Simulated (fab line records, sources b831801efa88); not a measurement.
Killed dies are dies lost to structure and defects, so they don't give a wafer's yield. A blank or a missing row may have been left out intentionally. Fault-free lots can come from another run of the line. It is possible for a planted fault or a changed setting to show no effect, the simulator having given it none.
The tool behind it: which one? ; flow sky130 ; 42 wafers from 14 lots sampled at 2 of the route's 708 steps

## WHAT EACH GAUGE READ, for each wafer
The record lacks any reading of a measuring or inspecting step that a usual standard deviation could be used to judge.

## WHAT TOOL EACH LOT RAN ON (gives the tool, then ch and the chambers of the sampled wafers, and finally the start)
lot;SKY_VIA1_SOFTBAKE_08;SKY_PAD_OPEN_PROBE_99
L319;litho_track-03 ch 0, day 32 18:00;-
L323;litho_track-03 ch 0, day 34 07:00;-
L324;litho_track-04 ch 0, day 34 13:00;-
L326;litho_track-03 ch 0, day 35 08:00;-
L327;litho_track-03 ch 0, day 35 21:00;-
L330;litho_track-02 ch 0, day 37 10:00;prober-02, day 48 11:19
L331;litho_track-04 ch 0, day 37 12:00;-
L334;litho_track-04 ch 0, day 38 06:00;-
L335;litho_track-02 ch 0, day 38 15:00;-
L336;litho_track-02 ch 0, day 38 22:00;-
L337;litho_track-03 ch 0, day 39 05:00;-
L338;litho_track-03 ch 0, day 39 06:00;-
L339;litho_track-02 ch 0, day 39 14:00;-
L342;litho_track-04 ch 0, day 40 03:00;-
- SKY_VIA1_SOFTBAKE_08: time 90 s.
- SKY_PAD_OPEN_PROBE_99

## AS READ BY THE TOOLS THEMSELVES (means over the sampled wafers that have a number; for cases with no such wafer, the mark the record gives instead)
SKY_VIA1_SOFTBAKE_08. Usual: heater_power_total_W 57.36 W, standard deviation 0.12; plate_temp_C 99.99 C, standard deviation 0.13.
lot;tool;heater_power_total_W (W);plate_temp_C (C);flag
L319;litho_track-03;57.30;100.07;
L323;litho_track-03;57.32;100.15;
L324;litho_track-04;57.31;99.80;
L326;litho_track-03;55.80;97.87;OFF
L327;litho_track-03;55.81;97.94;OFF
L330;litho_track-02;57.42;100.09;
L331;litho_track-04;57.41;99.94;
L334;litho_track-04;57.36;100.02;
L335;litho_track-02;57.40;99.99;
L336;litho_track-02;57.40;100.03;
L337;litho_track-03;57.32;99.98;
L338;litho_track-03;57.37;99.96;
L339;litho_track-02;57.32;100.02;
L342;litho_track-04;57.36;99.97;

SKY_PAD_OPEN_PROBE_99. Usual: defect_limited_yield 82.3 %, standard deviation 1.8; killed_at_M0_to_M3 44, standard deviation 7.2; killed_at_M4_up 3.1, standard deviation 1.8; killed_at_contacts 24, standard deviation 4.5; killed_at_front_end 16, standard deviation 4.4; killed_at_other 0.2, standard deviation 0.42; killed_dies 87, standard deviation 8.9; killed_open 48, standard deviation 6.4; killed_short 39, standard deviation 6.2; sort_bin_3_pad_short 0.9 %, standard deviation 0.46; sort_bin_5_function 10.5 %, standard deviation 1.6; sort_bin_6_memory 6.3 %, standard deviation 1.1; sort_n_pass 405, standard deviation 8.9; sort_yield_pct 82.3 %, standard deviation 1.8.
lot;tool;defect_limited_yield (%);killed_at_M0_to_M3;killed_at_M4_up;killed_at_contacts;killed_at_front_end;killed_at_other;killed_dies;killed_open;killed_short;sort_bin_3_pad_short (%);sort_bin_5_function (%);sort_bin_6_memory (%);sort_n_pass;sort_yield_pct (%);flag
L330;prober-02;82.1;47;3.0;21;17;0.3;88;49;39;1.4;9.4;7.0;404;82.1;

## THE ANSWER, worked out from the rows above alone
Rule: take the mean of a lot's wafers that have a number; if it is more than 3 standard deviations from the usual mean, the lot is off. A lot without any number at a reading at which 4 lots or more have one is off too. The other lots that the step has rows for count as sound. After the gauges, taken in route order, come the tools' own readings; for these a lot's mean is taken, as printed above. At the first step where some lot is off, the reading lying furthest off is the one used; lots without a number count as furthest.
Off: L326, L327, at SKY_VIA1_SOFTBAKE_08 (plate_temp_C).
A tool fits if, at that step or a process step before it, it ran every lot that is off, and no sound lot after the first of them. None of those tried fits.

## WHAT THE SIMULATOR PUT IN
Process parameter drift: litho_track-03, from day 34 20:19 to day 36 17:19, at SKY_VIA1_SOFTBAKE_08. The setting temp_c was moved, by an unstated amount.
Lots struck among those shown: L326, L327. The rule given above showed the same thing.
